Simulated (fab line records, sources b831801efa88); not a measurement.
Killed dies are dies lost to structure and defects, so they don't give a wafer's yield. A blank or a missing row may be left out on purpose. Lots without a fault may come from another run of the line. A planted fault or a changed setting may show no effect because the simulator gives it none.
One fault seen from 2 desks | flow sky130 | each desk has only its own numbers; what lay behind them comes last

THE TOOL OWNER'S DESK: rie_metal-03
The tool's own readings at SKY_METAL3_METAL_ETCH_18 (etches the open film in Cl2/BCl3, stops on SiO2, target depth 845 nm, time 183.1 s): means of the sampled wafers that have a number, for each lot that ran on this tool. A lot is out of limits, marked OUT, if its mean lies more than 4 standard deviations from the usual mean; the brackets give that distance.
Columns: A = bias_w at SKY_METAL3_METAL_ETCH_18, usual 48.48 W; B = drypump_motor_current_A at SKY_METAL3_METAL_ETCH_18, usual 5.6 A; C = oes_product_au at SKY_METAL3_METAL_ETCH_18, usual 0.866 a.u.; D = throttle_valve_pct at SKY_METAL3_METAL_ETCH_18, usual 22.264 %
lot  | first seen here | A               | B   | C     | D
L808 | day 40 14:01    | 48.30           | 5.7 | 0.867 | 22.274
L809 | day 40 21:23    | 48.20           | 5.7 | 0.863 | 22.254
L813 | day 42 06:50    | 39.29 (-61) OUT | 5.7 | 0.864 | 22.267
L817 | day 43 08:07    | 39.19 (-62) OUT | 5.6 | 0.871 | 22.254
This desk's finding: out of limits on L813, L817; first on L813, day 42 06:50 (bias_w at SKY_METAL3_METAL_ETCH_18). In limits: L808, L809.

THE METROLOGY DESK
What the gauges read, lot by lot, whatever tool the lot ran on: means of the sampled wafers that have a number. A lot is out of limits, marked OUT, if its mean lies more than 4 standard deviations from the usual mean; the brackets give that distance.
Columns: A = CAPM_OVL at SKY_CAPM_OVL_MEAS_12, usual 0.2 nm; B = cd_nm at SKY_VIA3_CD_MEAS_12, usual 200.3 nm
lot  | first seen here | A    | B
L804 | day 38 10:46    | 0.2  | 200.5
L805 | day 38 18:37    | -0.6 | 197.3
L806 | day 38 21:19    | -1.5 | 201.1
L808 | day 39 12:22    | 1.7  | 199.8
L809 | day 39 20:10    | -0.1 | 201.0
L813 | day 41 06:34    | -0.6 | 201.6
L817 | day 42 08:13    | 3.0  | 198.3
L821 | day 43 09:16    | 1.3  | 201.2
L822 | day 43 13:43    | 0.8  | 200.1
L823 | day 43 23:32    | 2.0  | 202.0
L824 | day 44 03:07    | -1.2 | 201.9
This desk's finding: nothing out of limits on any of the 11 lots.

PUT TOGETHER
The tool owner's desk could have raised an alarm at day 42 06:50, on L813, L817.
The metrology desk saw nothing out of limits.
The metrology desk has L813, L817 on record, within its limits.
Of the lots named, all ran SKY_METAL3_METAL_ETCH_18 on rie_metal-03.

WHAT THE SIMULATOR HAD PUT IN
Process parameter drift: rie_metal-03, from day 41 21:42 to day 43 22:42, at SKY_METAL3_METAL_ETCH_18. Setting bias_w, moved by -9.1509, from 48.5. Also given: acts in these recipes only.
Lots struck among those shown: L813, L817.
Hours from the fault's start to each desk's first reading out of limits: the tool owner's desk, 9.
